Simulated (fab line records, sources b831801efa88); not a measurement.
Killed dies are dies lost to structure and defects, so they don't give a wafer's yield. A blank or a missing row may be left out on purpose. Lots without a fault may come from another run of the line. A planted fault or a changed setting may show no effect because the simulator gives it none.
fab line records | flow gf180mcu
record lots=5 wafers=15 last_day=33
route steps=602 shown MVSD@74 MVPSD@78 VT_IMPLANT@90
lots that met no fault: from a run of the same line without faults
start_h: hours from the record's first day to the start of the lot's first wafer shown | wait_h: hours since the lot's step before | " the same as in the row above | L1.1+2: a row that stands for several wafers | - no value, or no start given | * or withheld: withheld | < > ~ a bound
route shown NAME@n: a module of which the file shows steps, and the number in the route of the first | usual: mean/standard deviation of fault-free wafers | same: alike in all rows | chamber/n: place in a boat | sites: the reading at each site | _std_site: their standard deviation | _edge_site: outer sites' mean less inner sites' | radius_mm: how far each site lies from the wafer's centre | mask NAME#n: copy n | behind: the tool/chamber that last shaped the wafer | hold: why the lot was held/for how many hours/how that ended | device: the transistor (n, p or np) that didn't switch | end of line: the same wafers' tests at the end of the route | a step without rows: its recipe alone | killed: dies lost to structure and defects at the first sort, not the wafer's yield | map: a wafer's dies, x killed, . not, _ none there
set.NAME: the setting as run; set.NAME@STEP: as run at that earlier step | model.NAME: the simulator's own value behind a step, which no gauge read
lots at some steps of the route; a table a step, a row a wafer
services: from which hour (start_h, from the record's first day; less than 0 if before it) a tool's chamber was out of use, for how many hours, and why
## steps
# step GF_MVSD_IMPLANT_08
# recipe species=P energy_kev=400 dose_cm2=1.6e+13 tilt_deg=0
# columns lot.wafer tool chamber start_h wait_h
L076.2+5+6 implanter-02 0 93.78 0.0
L082.2+3+5 implanter-02 0 127.28 0.0
L084.1+3+5 implanter-01 0 142.96 0.0
L089.1+4+5 implanter-01 0 170.45 0.0
L094.1+4+5 implanter-01 0 198.25 0.0
# step GF_MVSD_IMPLANT_09
# recipe species=P energy_kev=100 dose_cm2=5e+12 tilt_deg=0
# columns lot.wafer tool chamber start_h wait_h
L076.2+5+6 implanter-02 0 93.93 0.1
L082.2+3+5 implanter-02 0 127.43 0.1
L084.1+3+5 implanter-01 0 143.11 0.1
L089.1+4+5 implanter-01 0 170.60 0.1
L094.1+4+5 implanter-01 0 198.40 0.1
# step GF_MVSD_STRIP_10
# recipe chemistry=O2/N2 power_w=1400 pressure_mtorr=1500 platen_temp_c=250 o2_flow_sccm=3000 n2_flow_sccm=300 overash_fraction=0.5
# usual drypump_motor_current_A=5.5/0.31 heater_power_w=336/31 oes_product_au=0.722/0.0041 strip_time_to_endpoint_s=36.89/0.12
# columns lot.wafer tool chamber start_h wait_h drypump_motor_current_A heater_power_w oes_product_au rf_hours_counter_h strip_time_to_endpoint_s
L076.2 plasma_asher-01 0 94.06 0.1 5.6 344 0.724 43 36.78
L076.5 " 0 " " 5.6 342 0.727 - 36.77
L076.6 " 1 " " 5.2 295 0.722 - 36.86
L082.2 plasma_asher-01 1 127.56 0.1 5.2 297 0.723 47 36.79
L082.3 " 1 " " 5.1 302 0.721 - 36.90
L082.5 " 0 " " 5.6 336 0.723 - 36.82
L084.1 plasma_asher-04 0 143.26 0.1 5.8 324 0.728 37 37.11
L084.3 " 0 " " 5.8 334 0.717 - 37.02
L084.5 " 0 " " 5.8 331 0.721 - 36.99
L089.1 plasma_asher-01 1 170.75 0.1 5.2 301 0.729 51 36.97
L089.4 " 0 " " 5.6 341 0.721 - 36.93
L089.5 " 1 " " 5.2 305 0.723 - 36.94
L094.1 plasma_asher-03 0 198.55 0.1 5.3 314 0.732 9 36.98
L094.4 " 1 " " 5.7 376 0.731 - 36.93
L094.5 " 1 " " 5.7 374 0.725 - 36.85
# step GF_MVSD_TW_MEAS_11
# usual MVSD_TW=1593/9
# columns lot.wafer tool chamber start_h wait_h MVSD_TW
L076.2 film_metro-02 - 94.17 0.1 1577
L076.5 " - " " 1587
L076.6 " - " " 1585
L082.2 film_metro-02 - 127.67 0.1 1590
L082.3 " - " " 1591
L082.5 " - " " 1591
L084.1 film_metro-03 - 143.36 0.1 1599
L084.3 " - " " 1587
L084.5 " - " " 1601
L089.1 film_metro-03 - 170.85 0.1 1607
L089.4 " - " " 1600
L089.5 " - " " 1608
L094.1 film_metro-03 - 198.65 0.1 1602
L094.4 " - " " 1612
L094.5 " - " " 1599
# step GF_MVPSD_DEHYDRATE_00
# recipe temp_c=200 time_s=60
# columns lot.wafer tool chamber start_h wait_h
L076.2+5+6 litho_track-02 0 100.84 6.7
L082.2+3+5 litho_track-02 0 135.34 7.7
L084.1+3+5 litho_track-03 0 151.06 7.7
L089.1+4+5 litho_track-02 0 177.72 6.9
L094.1+4+5 litho_track-02 0 207.27 8.6
# step GF_MVPSD_HMDS_01
# recipe prime_time_s=60 prime_temp_c=120
# columns lot.wafer tool chamber start_h wait_h
L076.2+5+6 litho_track-02 0 100.99 0.1
L082.2+3+5 litho_track-02 0 135.49 0.1
L084.1+3+5 litho_track-03 0 151.21 0.1
L089.1+4+5 litho_track-02 0 177.87 0.1
L094.1+4+5 litho_track-02 0 207.42 0.1
# step GF_MVPSD_COAT_02
# recipe spin_rpm=2000 resist_thk_nm=3000
# columns lot.wafer tool chamber start_h wait_h
L076.2+5+6 litho_track-02 0 101.14 0.1
L082.2+3+5 litho_track-02 0 135.64 0.1
L084.1+3+5 litho_track-03 0 151.36 0.1
L089.1+4+5 litho_track-02 0 178.02 0.1
L094.1+4+5 litho_track-02 0 207.57 0.1
# step GF_MVPSD_SOFTBAKE_03
# recipe temp_c=110 time_s=withheld
# columns lot.wafer tool chamber start_h wait_h
L076.2+5+6 litho_track-02 0 101.30 0.1
L082.2+3+5 litho_track-02 0 135.80 0.1
L084.1+3+5 litho_track-03 0 151.51 0.1
L089.1+4+5 litho_track-02 0 178.17 0.1
L094.1+4+5 litho_track-02 0 207.72 0.1
# step GF_MVPSD_EXPOSE_04
# recipe mask_id=MVPSD target_cd_nm=1000 na=0.6 source_shape=conventional sigma_outer=0.6 dose_mj=260
# same na=0.6
# columns lot.wafer tool chamber start_h wait_h mask
L076.2+5+6 iline_stepper-01 0 - - MVPSD#0
L082.2+3+5 iline_stepper-01 0 - - MVPSD#0
L084.1+3+5 iline_stepper-01 0 - - MVPSD#0
L089.1+4+5 iline_stepper-01 0 - - MVPSD#0
L094.1+4+5 iline_stepper-01 0 - - MVPSD#0
# step GF_MVPSD_PEB_05
# recipe temp_c=115 time_s=withheld
# columns lot.wafer tool chamber start_h wait_h
L076.2+5+6 litho_track-04 0 - -
L082.2+3+5 litho_track-03 0 - -
L084.1+3+5 litho_track-03 0 - -
L089.1+4+5 litho_track-04 0 - -
L094.1+4+5 litho_track-02 0 - -
# step GF_MVPSD_DEVELOP_06
# recipe wall_angle_deg=90 develop_time_s=60 dev_temp_c=23
# columns lot.wafer tool chamber start_h wait_h
L076.2+5+6 litho_track-04 0 - -
L082.2+3+5 litho_track-03 0 - -
L084.1+3+5 litho_track-03 0 - -
L089.1+4+5 litho_track-04 0 - -
L094.1+4+5 litho_track-02 0 - -
# step GF_MVPSD_OVL_MEAS_07
# usual MVPSD_OVL=-0.6/1.3
# columns lot.wafer tool chamber start_h wait_h MVPSD_OVL[nm]
L076.2 overlay-02 - 107.78 - -1.8
L076.5 " - " " 0.5
L076.6 " - " " -0.2
L082.2 overlay-02 - 143.12 - -0.6
L082.3 " - " " -0.4
L082.5 " - " " -0.8
L084.1 overlay-01 - 159.21 - -2.5
L084.3 " - " " -2.1
L084.5 " - " " -2.0
L089.1 overlay-01 - 187.17 - -1.8
L089.4 " - " " -0.8
L089.5 " - " " 0.2
L094.1 overlay-01 - 215.92 - -0.5
L094.4 " - " " 0.1
L094.5 " - " " -0.6
# step GF_MVPSD_IMPLANT_08
# recipe species=B energy_kev=170 dose_cm2=1.477e+13 tilt_deg=0
# columns lot.wafer tool chamber start_h wait_h
L076.2+5+6 implanter-03 0 107.83 0.0
L082.2+3+5 implanter-02 0 143.17 0.0
L084.1+3+5 implanter-03 0 159.25 0.0
L089.1+4+5 implanter-03 0 187.20 0.0
L094.1+4+5 implanter-02 0 215.95 0.0
# step GF_MVPSD_IMPLANT_09
# recipe species=B energy_kev=40 dose_cm2=5e+12 tilt_deg=0
# columns lot.wafer tool chamber start_h wait_h
L076.2+5+6 implanter-03 0 107.98 0.1
L082.2+3+5 implanter-02 0 143.32 0.1
L084.1+3+5 implanter-03 0 159.40 0.1
L089.1+4+5 implanter-03 0 187.35 0.1
L094.1+4+5 implanter-02 0 216.10 0.1
# step GF_MVPSD_STRIP_10
# recipe chemistry=O2/N2 power_w=1400 pressure_mtorr=1500 platen_temp_c=250 o2_flow_sccm=3000 n2_flow_sccm=300 overash_fraction=0.5
# usual drypump_motor_current_A=6.1/0.4 heater_power_w=341/28 oes_product_au=0.722/0.0044 strip_time_to_endpoint_s=36.92/0.11
# columns lot.wafer tool chamber start_h wait_h drypump_motor_current_A heater_power_w oes_product_au rf_hours_counter_h strip_time_to_endpoint_s
L076.2 plasma_asher-04 0 108.11 0.1 5.8 330 0.721 33 36.95
L076.5 " 0 " " 5.8 323 0.722 - 36.92
L076.6 " 1 " " 6.2 379 0.724 - 36.90
L082.2 plasma_asher-02 0 143.45 0.1 5.8 361 0.726 51 36.83
L082.3 " 1 " " 6.7 313 0.721 - 36.81
L082.5 " 0 " " 5.8 355 0.723 - 36.94
L084.1 plasma_asher-03 0 159.55 0.1 5.3 315 0.723 4 36.96
L084.3 " 0 " " 5.3 319 0.719 - 36.96
L084.5 " 1 " " 5.7 375 0.723 - 36.89
L089.1 plasma_asher-02 1 187.50 0.1 6.7 305 0.720 56 36.81
L089.4 " 1 " " 6.7 312 0.723 - 36.73
L089.5 " 0 " " 5.8 349 0.728 - 36.98
L094.1 plasma_asher-04 1 216.25 0.1 6.2 381 0.725 43 36.90
L094.4 " 1 " " 6.2 388 0.711 - 36.82
L094.5 " 0 " " 5.8 316 0.720 - 36.77
# step GF_MVPSD_TW_MEAS_11
# usual MVPSD_TW=556.7/2.8
# columns lot.wafer tool chamber start_h wait_h MVPSD_TW
L076.2 film_metro-03 - 108.22 0.1 557.5
L076.5 " - " " 560.4
L076.6 " - " " 556.5
L082.2 film_metro-03 - 143.56 0.1 556.9
L082.3 " - " " 554.2
L082.5 " - " " 556.2
L084.1 film_metro-01 - 159.65 0.1 555.6
L084.3 " - " " 558.0
L084.5 " - " " 558.1
L089.1 film_metro-03 - 187.60 0.1 559.3
L089.4 " - " " 556.8
L089.5 " - " " 559.6
L094.1 film_metro-03 - 216.35 0.1 558.9
L094.4 " - " " 555.2
L094.5 " - " " 558.0
# step GF_VT_IMPLANT_DEHYDRATE_00
# recipe temp_c=200 time_s=60
# columns lot.wafer tool chamber start_h wait_h
L076.2+5+6 litho_track-01 0 115.14 6.9
L082.2+3+5 litho_track-01 0 151.44 7.9
L084.1+3+5 litho_track-03 0 167.26 7.6
L089.1+4+5 litho_track-02 0 195.47 7.9
L094.1+4+5 litho_track-02 0 225.17 8.8
# step GF_VT_IMPLANT_HMDS_01
# recipe prime_time_s=60 prime_temp_c=120
# columns lot.wafer tool chamber start_h wait_h
L076.2+5+6 litho_track-01 0 115.29 0.1
L082.2+3+5 litho_track-01 0 151.59 0.1
L084.1+3+5 litho_track-03 0 167.41 0.1
L089.1+4+5 litho_track-02 0 195.62 0.1
L094.1+4+5 litho_track-02 0 225.32 0.1
# step GF_VT_IMPLANT_COAT_02
# recipe resist=NOVOLAK spin_rpm=3000 resist_thk_nm=1000
# columns lot.wafer tool chamber start_h wait_h
L076.2+5+6 litho_track-01 0 115.44 0.1
L082.2+3+5 litho_track-01 0 151.74 0.1
L084.1+3+5 litho_track-03 0 167.56 0.1
L089.1+4+5 litho_track-02 0 195.77 0.1
L094.1+4+5 litho_track-02 0 225.47 0.1
# step GF_VT_IMPLANT_SOFTBAKE_03
# recipe temp_c=90 time_s=60 resist=NOVOLAK
# columns lot.wafer tool chamber start_h wait_h
L076.2+5+6 litho_track-01 0 115.59 0.1
L082.2+3+5 litho_track-01 0 151.89 0.1
L084.1+3+5 litho_track-03 0 167.71 0.1
L089.1+4+5 litho_track-02 0 195.92 0.1
L094.1+4+5 litho_track-02 0 225.62 0.1
# step GF_VT_IMPLANT_EXPOSE_04
# recipe mask_id=LVPWELL_LV_AREA target_cd_nm=600 na=0.6 source_shape=conventional sigma_outer=0.6 dose_mj=140
# same na=0.6
# columns lot.wafer tool chamber start_h wait_h mask
L076.2+5+6 iline_stepper-02 0 - - LVPWELL_LV_AREA#0
L082.2+3+5 iline_stepper-02 0 - - LVPWELL_LV_AREA#0
L084.1+3+5 iline_stepper-01 0 - - LVPWELL_LV_AREA#0
L089.1+4+5 iline_stepper-01 0 - - LVPWELL_LV_AREA#0
L094.1+4+5 iline_stepper-01 0 - - LVPWELL_LV_AREA#0
# step GF_VT_IMPLANT_PEB_05
# recipe temp_c=withheld time_s=* resist=NOVOLAK
# columns lot.wafer tool chamber start_h wait_h
L076.2+5+6 litho_track-01 0 - -
L082.2+3+5 litho_track-01 0 - -
L084.1+3+5 litho_track-01 0 - -
L089.1+4+5 litho_track-02 0 - -
L094.1+4+5 litho_track-02 0 - -
# step GF_VT_IMPLANT_DEVELOP_06
# recipe develop_time_s=60 dev_temp_c=23
# columns lot.wafer tool chamber start_h wait_h
L076.2+5+6 litho_track-01 0 122.79 0.1
L082.2+3+5 litho_track-01 0 159.09 0.1
L084.1+3+5 litho_track-01 0 175.67 0.1
L089.1+4+5 litho_track-02 0 204.82 0.1
L094.1+4+5 litho_track-02 0 234.22 0.1
# step GF_VT_IMPLANT_OVL_MEAS_07
# usual VT_IMPLANT_OVL=0.7/1.3
# columns lot.wafer tool chamber start_h wait_h VT_IMPLANT_OVL[nm]
L076.2 overlay-02 - 122.92 0.1 0.9
L076.5 " - " " 2.0
L076.6 " - " " 1.7
L082.2 overlay-02 - 159.22 0.1 -0.1
L082.3 " - " " -0.7
L082.5 " - " " -0.1
L084.1 overlay-02 - 175.82 0.1 -0.1
L084.3 " - " " -0.3
L084.5 " - " " 1.0
L089.1 overlay-02 - 204.97 0.1 0.8
L089.4 " - " " 1.3
L089.5 " - " " 0.7
L094.1 overlay-02 - 234.37 0.1 1.3
L094.4 " - " " 0.6
L094.5 " - " " 1.8
# step GF_VT_IMPLANT_IMPLANT_08
# recipe species=BF2 energy_kev=20 dose_cm2=8.29e+12 tilt_deg=7
# columns lot.wafer tool chamber start_h wait_h
L076.2+5+6 implanter-01 0 122.98 0.0
L082.2+3+5 implanter-01 0 159.28 0.0
L084.1+3+5 implanter-02 0 175.85 0.0
L089.1+4+5 implanter-02 0 205.00 0.0
L094.1+4+5 implanter-04 0 234.40 0.0
# step GF_VT_IMPLANT_STRIP_09
# recipe chemistry=O2/N2 power_w=1400 pressure_mtorr=1500 platen_temp_c=250 o2_flow_sccm=3000 n2_flow_sccm=300 overash_fraction=0.5
# usual drypump_motor_current_A=5.9/0.49 heater_power_w=333/28 oes_product_au=0.716/0.0049 strip_time_to_endpoint_s=12.60/0.033
# columns lot.wafer tool chamber start_h wait_h drypump_motor_current_A heater_power_w oes_product_au rf_hours_counter_h strip_time_to_endpoint_s
L076.2 plasma_asher-01 1 123.10 0.1 5.2 298 0.713 46 12.61
L076.5 " 0 " " 5.6 336 0.712 - 12.61
L076.6 " 1 " " 5.2 294 0.712 - 12.64
L082.2 plasma_asher-01 0 159.40 0.1 5.6 334 0.717 50 12.61
L082.3 " 1 " " 5.2 302 0.715 - 12.60
L082.5 " 1 " " 5.2 294 0.717 - 12.58
L084.1 plasma_asher-02 1 176.00 0.1 6.7 318 0.714 55 12.67
L084.3 " 1 " " 6.7 307 0.711 - 12.63
L084.5 " 1 " " 6.6 318 0.717 - 12.66
L089.1 plasma_asher-02 0 205.15 0.1 5.8 359 0.714 58 12.57
L089.4 " 1 " " 6.7 300 0.720 - 12.60
L089.5 " 1 " " 6.7 306 0.710 - 12.59
L094.1 plasma_asher-04 0 234.55 0.1 5.8 322 0.712 46 12.65
L094.4 " 1 " " 6.2 387 0.711 - 12.61
L094.5 " 0 " " 5.8 328 0.720 - 12.63
# step GF_VT_IMPLANT_TW_MEAS_10
# usual VT_IMPLANT_TW=567/3.5
# columns lot.wafer tool chamber start_h wait_h VT_IMPLANT_TW
L076.2 film_metro-04 - 123.21 0.1 562
L076.5 " - " " 561
L076.6 " - " " 562
L082.2 film_metro-03 - 159.51 0.1 570
L082.3 " - " " 570
L082.5 " - " " 567
L084.1 film_metro-03 - 176.10 0.1 571
L084.3 " - " " 567
L084.5 " - " " 571
L089.1 film_metro-04 - 205.25 0.1 564
L089.4 " - " " 564
L089.5 " - " " 565
L094.1 film_metro-01 - 234.65 0.1 569
L094.4 " - " " 568
L094.5 " - " " 566
# step GF_VT_IMPLANT_DEHYDRATE_11
# recipe temp_c=200 time_s=60
# columns lot.wafer tool chamber start_h wait_h
L076.2+5+6 litho_track-03 0 129.94 6.7
L082.2+3+5 litho_track-01 0 166.64 7.1
L084.1+3+5 litho_track-03 0 184.21 8.1
L089.1+4+5 litho_track-02 0 213.07 7.8
L094.1+4+5 litho_track-01 0 243.32 8.7
# step GF_VT_IMPLANT_HMDS_12
# recipe prime_time_s=60 prime_temp_c=120
# columns lot.wafer tool chamber start_h wait_h
L076.2+5+6 litho_track-03 0 130.09 0.1
L082.2+3+5 litho_track-01 0 166.79 0.1
L084.1+3+5 litho_track-03 0 184.36 0.1
L089.1+4+5 litho_track-02 0 213.22 0.1
L094.1+4+5 litho_track-01 0 243.47 0.1
# step GF_VT_IMPLANT_COAT_13
# recipe resist=NOVOLAK spin_rpm=3000 resist_thk_nm=1000
# columns lot.wafer tool chamber start_h wait_h
L076.2+5+6 litho_track-03 0 130.24 0.1
L082.2+3+5 litho_track-01 0 166.94 0.1
L084.1+3+5 litho_track-03 0 184.51 0.1
L089.1+4+5 litho_track-02 0 213.37 0.1
L094.1+4+5 litho_track-01 0 243.62 0.1
# step GF_VT_IMPLANT_SOFTBAKE_14
# recipe temp_c=90 time_s=60 resist=NOVOLAK
# columns lot.wafer tool chamber start_h wait_h
L076.2+5+6 litho_track-03 0 130.39 0.1
L082.2+3+5 litho_track-01 0 167.09 0.1
L084.1+3+5 litho_track-03 0 184.66 0.1
L089.1+4+5 litho_track-02 0 213.52 0.1
L094.1+4+5 litho_track-01 0 243.77 0.1
# step GF_VT_IMPLANT_EXPOSE_15
# recipe mask_id=Nwell_LV_AREA target_cd_nm=860 na=0.6 source_shape=conventional sigma_outer=0.6 dose_mj=140
# same na=0.6
# columns lot.wafer tool chamber start_h wait_h mask
L076.2+5+6 iline_stepper-02 0 - - Nwell_LV_AREA#0
L082.2+3+5 iline_stepper-02 0 - - Nwell_LV_AREA#0
L084.1+3+5 iline_stepper-01 0 - - Nwell_LV_AREA#0
L089.1+4+5 iline_stepper-01 0 - - Nwell_LV_AREA#0
L094.1+4+5 iline_stepper-02 0 - - Nwell_LV_AREA#0
# step GF_VT_IMPLANT_PEB_16
# recipe temp_c=withheld time_s=* resist=NOVOLAK
# columns lot.wafer tool chamber start_h wait_h
L076.2+5+6 litho_track-02 0 - -
L082.2+3+5 litho_track-02 0 - -
L084.1+3+5 litho_track-03 0 - -
L089.1+4+5 litho_track-02 0 - -
L094.1+4+5 litho_track-03 0 - -
# step GF_VT_IMPLANT_DEVELOP_17
# recipe develop_time_s=60 dev_temp_c=24.04
# columns lot.wafer tool chamber start_h wait_h
L076.2+5+6 litho_track-02 0 138.34 0.1
L082.2+3+5 litho_track-02 0 175.04 0.1
L084.1+3+5 litho_track-03 0 192.61 0.1
L089.1+4+5 litho_track-02 0 222.47 0.1
L094.1+4+5 litho_track-03 0 252.71 0.1
# step GF_VT_IMPLANT_OVL_MEAS_18
# usual VT_IMPLANT_01_OVL=-0.2/1.4
# columns lot.wafer tool chamber start_h wait_h VT_IMPLANT_01_OVL[nm]
L076.2 overlay-01 - 138.47 0.1 -2.0
L076.5 " - " " -1.1
L076.6 " - " " -1.0
L082.2 overlay-02 - 175.17 0.1 -2.1
L082.3 " - " " 1.0
L082.5 " - " " -0.8
L084.1 overlay-02 - 192.76 0.1 0.9
L084.3 " - " " 0.2
L084.5 " - " " 1.0
L089.1 overlay-02 - 222.62 0.1 -1.7
L089.4 " - " " -1.2
L089.5 " - " " -2.4
L094.1 overlay-02 - 252.86 0.1 -0.4
L094.4 " - " " 1.1
L094.5 " - " " -2.0
# step GF_VT_IMPLANT_IMPLANT_19
# recipe species=As energy_kev=100 dose_cm2=4.35e+12 tilt_deg=7
# columns lot.wafer tool chamber start_h wait_h
L076.2+5+6 implanter-01 0 138.53 0.0
L082.2+3+5 implanter-01 0 175.23 0.0
L084.1+3+5 implanter-04 0 192.80 0.0
L089.1+4+5 implanter-04 0 222.65 0.0
L094.1+4+5 implanter-04 0 252.90 0.0
# step GF_VT_IMPLANT_STRIP_20
# recipe chemistry=O2/N2 power_w=1400 pressure_mtorr=1500 platen_temp_c=250 o2_flow_sccm=3000 n2_flow_sccm=300 overash_fraction=0.5
# usual drypump_motor_current_A=5.8/0.49 heater_power_w=332/28 oes_product_au=0.716/0.0046 strip_time_to_endpoint_s=12.62/0.035
# columns lot.wafer tool chamber start_h wait_h drypump_motor_current_A heater_power_w oes_product_au rf_hours_counter_h strip_time_to_endpoint_s
L076.2 plasma_asher-01 1 138.65 0.1 5.2 308 0.713 48 12.63
L076.5 " 1 " " 5.2 303 0.716 - 12.66
L076.6 " 0 " " 5.6 347 0.715 - 12.63
L082.2 plasma_asher-04 1 175.35 0.1 6.2 381 0.711 40 12.68
L082.3 " 0 " " 5.8 321 0.708 - 12.65
L082.5 " 1 " " 6.2 390 0.719 - 12.67
L084.1 plasma_asher-01 0 192.95 0.1 5.6 336 0.713 53 12.61
L084.3 " 0 " " 5.6 332 0.715 - 12.68
L084.5 " 0 " " 5.6 337 0.723 - 12.61
L089.1 plasma_asher-01 1 222.80 0.1 5.2 305 0.717 56 12.58
L089.4 " 1 " " 5.2 294 0.713 - 12.60
L089.5 " 1 " " 5.1 303 0.716 - 12.58
L094.1 plasma_asher-02 0 253.05 0.1 5.8 356 0.718 64 12.63
L094.4 " 1 " " 6.7 310 0.718 - 12.68
L094.5 " 0 " " 5.8 351 0.717 - 12.64
# step GF_VT_IMPLANT_TW_MEAS_21
# usual VT_IMPLANT_2_TW=1222/7.2
# columns lot.wafer tool chamber start_h wait_h VT_IMPLANT_2_TW
L076.2 film_metro-03 - 138.76 0.1 1236
L076.5 " - " " 1229
L076.6 " - " " 1231
L082.2 film_metro-01 - 175.46 0.1 1216
L082.3 " - " " 1215
L082.5 " - " " 1219
L084.1 film_metro-03 - 193.05 0.1 1230
L084.3 " - " " 1234
L084.5 " - " " 1234
L089.1 film_metro-01 - 222.90 0.1 1219
L089.4 " - " " 1223
L089.5 " - " " 1215
L094.1 film_metro-01 - 253.15 0.1 1221
L094.4 " - " " 1217
L094.5 " - " " 1209
# step GF_VT_IMPLANT_DEHYDRATE_22
# recipe temp_c=200 time_s=60
# columns lot.wafer tool chamber start_h wait_h
L076.2+5+6 litho_track-03 0 145.49 6.7
L082.2+3+5 litho_track-02 0 183.59 8.1
L084.1+3+5 litho_track-01 0 200.57 7.5
L089.1+4+5 litho_track-02 0 231.32 8.4
L094.1+4+5 litho_track-02 0 261.51 8.4
# step GF_VT_IMPLANT_HMDS_23
# recipe prime_time_s=60 prime_temp_c=120
# columns lot.wafer tool chamber start_h wait_h
L076.2+5+6 litho_track-03 0 145.64 0.1
L082.2+3+5 litho_track-02 0 183.74 0.1
L084.1+3+5 litho_track-01 0 200.72 0.1
L089.1+4+5 litho_track-02 0 231.47 0.1
L094.1+4+5 litho_track-02 0 261.66 0.1
# step GF_VT_IMPLANT_COAT_24
# recipe resist=NOVOLAK spin_rpm=3000 resist_thk_nm=1000
# columns lot.wafer tool chamber start_h wait_h
L076.2+5+6 litho_track-03 0 145.79 0.1
L082.2+3+5 litho_track-02 0 183.89 0.1
L084.1+3+5 litho_track-01 0 200.87 0.1
L089.1+4+5 litho_track-02 0 231.62 0.1
L094.1+4+5 litho_track-02 0 261.81 0.1
# step GF_VT_IMPLANT_SOFTBAKE_25
# recipe temp_c=90 time_s=60 resist=NOVOLAK
# columns lot.wafer tool chamber start_h wait_h
L076.2+5+6 litho_track-03 0 145.94 0.1
L082.2+3+5 litho_track-02 0 184.04 0.1
L084.1+3+5 litho_track-01 0 201.02 0.1
L089.1+4+5 litho_track-02 0 231.77 0.1
L094.1+4+5 litho_track-02 0 261.96 0.1
# step GF_VT_IMPLANT_EXPOSE_26
# recipe mask_id=LVPWELL_HV_AREA target_cd_nm=860 na=0.6 source_shape=conventional sigma_outer=0.6 dose_mj=140
# same na=0.6
# columns lot.wafer tool chamber start_h wait_h mask
L076.2+5+6 iline_stepper-02 0 - - LVPWELL_HV_AREA#0
L082.2+3+5 iline_stepper-02 0 - - LVPWELL_HV_AREA#0
L084.1+3+5 iline_stepper-02 0 - - LVPWELL_HV_AREA#0
L089.1+4+5 iline_stepper-01 0 - - LVPWELL_HV_AREA#0
L094.1+4+5 iline_stepper-01 0 - - LVPWELL_HV_AREA#0
# step GF_VT_IMPLANT_PEB_27
# recipe temp_c=withheld time_s=* resist=NOVOLAK
# columns lot.wafer tool chamber start_h wait_h
L076.2+5+6 litho_track-02 0 - -
L082.2+3+5 litho_track-03 0 - -
L084.1+3+5 litho_track-01 0 - -
L089.1+4+5 litho_track-03 0 - -
L094.1+4+5 litho_track-03 0 - -
# step GF_VT_IMPLANT_DEVELOP_28
# recipe develop_time_s=60 dev_temp_c=23
# columns lot.wafer tool chamber start_h wait_h
L076.2+5+6 litho_track-02 0 154.34 0.1
L082.2+3+5 litho_track-03 0 191.99 0.1
L084.1+3+5 litho_track-01 0 209.92 0.1
L089.1+4+5 litho_track-03 0 240.51 0.1
L094.1+4+5 litho_track-03 0 270.76 0.1
# step GF_VT_IMPLANT_OVL_MEAS_29
# usual VT_IMPLANT_02_OVL=-0.8/1.1
# columns lot.wafer tool chamber start_h wait_h VT_IMPLANT_02_OVL[nm]
L076.2 overlay-02 - 154.47 0.1 -1.6
L076.5 " - " " -0.9
L076.6 " - " " -2.7
L082.2 overlay-02 - 192.12 0.1 -1.2
L082.3 " - " " -1.2
L082.5 " - " " 1.0
L084.1 overlay-02 - 210.07 0.1 0.5
L084.3 " - " " -0.2
L084.5 " - " " 0.1
L089.1 overlay-01 - 240.66 0.1 -0.5
L089.4 " - " " -1.5
L089.5 " - " " -1.3
L094.1 overlay-02 - 270.91 0.1 -0.9
L094.4 " - " " 0.0
L094.5 " - " " -0.2
# step GF_VT_IMPLANT_IMPLANT_30
# recipe species=B energy_kev=25 dose_cm2=2.534e+12 tilt_deg=7
# columns lot.wafer tool chamber start_h wait_h
L076.2+5+6 implanter-02 0 154.53 0.0
L082.2+3+5 implanter-02 0 192.17 0.0
L084.1+3+5 implanter-02 0 210.11 0.0
L089.1+4+5 implanter-02 0 240.70 0.0
L094.1+4+5 implanter-04 0 270.95 0.0
# step GF_VT_IMPLANT_STRIP_31
# recipe chemistry=O2/N2 power_w=1400 pressure_mtorr=1500 platen_temp_c=250 o2_flow_sccm=3000 n2_flow_sccm=300 overash_fraction=0.5
# usual drypump_motor_current_A=5.8/0.43 heater_power_w=336/30 oes_product_au=0.716/0.0047 strip_time_to_endpoint_s=12.62/0.032
# columns lot.wafer tool chamber start_h wait_h drypump_motor_current_A heater_power_w oes_product_au rf_hours_counter_h strip_time_to_endpoint_s
L076.2 plasma_asher-01 1 154.65 0.1 5.2 300 0.709 49 12.62
L076.5 " 0 " " 5.6 335 0.709 - 12.57
L076.6 " 1 " " 5.2 298 0.715 - 12.61
L082.2 plasma_asher-02 1 192.30 0.1 6.7 309 0.728 57 12.61
L082.3 " 0 " " 5.8 358 0.715 - 12.59
L082.5 " 1 " " 6.6 309 0.711 - 12.56
L084.1 plasma_asher-01 0 210.26 0.1 5.6 338 0.722 55 12.58
L084.3 " 0 " " 5.6 340 0.712 - 12.61
L084.5 " 1 " " 5.2 299 0.720 - 12.56
L089.1 plasma_asher-01 0 240.85 0.1 5.6 346 0.715 59 12.59
L089.4 " 0 " " 5.6 336 0.718 - 12.61
L089.5 " 0 " " 5.6 343 0.717 - 12.63
L094.1 plasma_asher-02 1 271.10 0.1 6.6 308 0.715 66 12.60
L094.4 " 0 " " 5.8 355 0.708 - 12.63
L094.5 " 1 " " 6.7 300 0.722 - 12.60
# step GF_VT_IMPLANT_TW_MEAS_32
# usual VT_IMPLANT_3_TW=270.2/1.6
# columns lot.wafer tool chamber start_h wait_h VT_IMPLANT_3_TW
L076.2 film_metro-01 - 154.76 0.1 273.1
L076.5 " - " " 272.1
L076.6 " - " " 272.0
L082.2 film_metro-04 - 192.41 0.1 267.9
L082.3 " - " " 269.4
L082.5 " - " " 267.1
L084.1 film_metro-04 - 210.36 0.1 269.1
L084.3 " - " " 269.2
L084.5 " - " " 269.4
L089.1 film_metro-04 - 240.95 0.1 268.8
L089.4 " - " " 269.1
L089.5 " - " " 269.1
L094.1 film_metro-03 - 271.20 0.1 271.9
L094.4 " - " " 272.7
L094.5 " - " " 271.8
## services
# columns tool chamber start_h hours kind
litho_track-03 - 74.92 - consumable_replace:filter
implanter-04 - 89.20 5.0 repair
implanter-04 - 91.15 4.8 repair
implanter-04 - 104.37 5.9 pm
plasma_asher-03 - 108.75 9.0 pm
plasma_asher-03 0 108.75 9.0 vent_cycle
iline_stepper-02 0 150.04 - calibration
plasma_asher-04 - 157.80 1.8 repair
implanter-04 - 171.33 3.4 pm
implanter-01 - 188.22 8.9 pm
iline_stepper-01 - 189.39 1.7 pm
plasma_asher-04 - 191.20 8.5 repair
iline_stepper-02 - 199.25 1.7 pm
implanter-01 - 202.49 3.7 repair
litho_track-02 - 202.67 - consumable_replace:filter
implanter-01 - 210.92 2.4 repair
implanter-04 - 212.81 4.1 repair
plasma_asher-03 - 216.84 28.1 pm
implanter-01 - 240.44 2.3 repair
implanter-02 - 241.01 0.8 repair
iline_stepper-02 - 253.13 10.2 repair
implanter-02 - 254.89 5.4 pm
plasma_asher-02 - 259.01 2.8 pm
litho_track-04 - 259.14 - consumable_replace:filter
## key
fault none
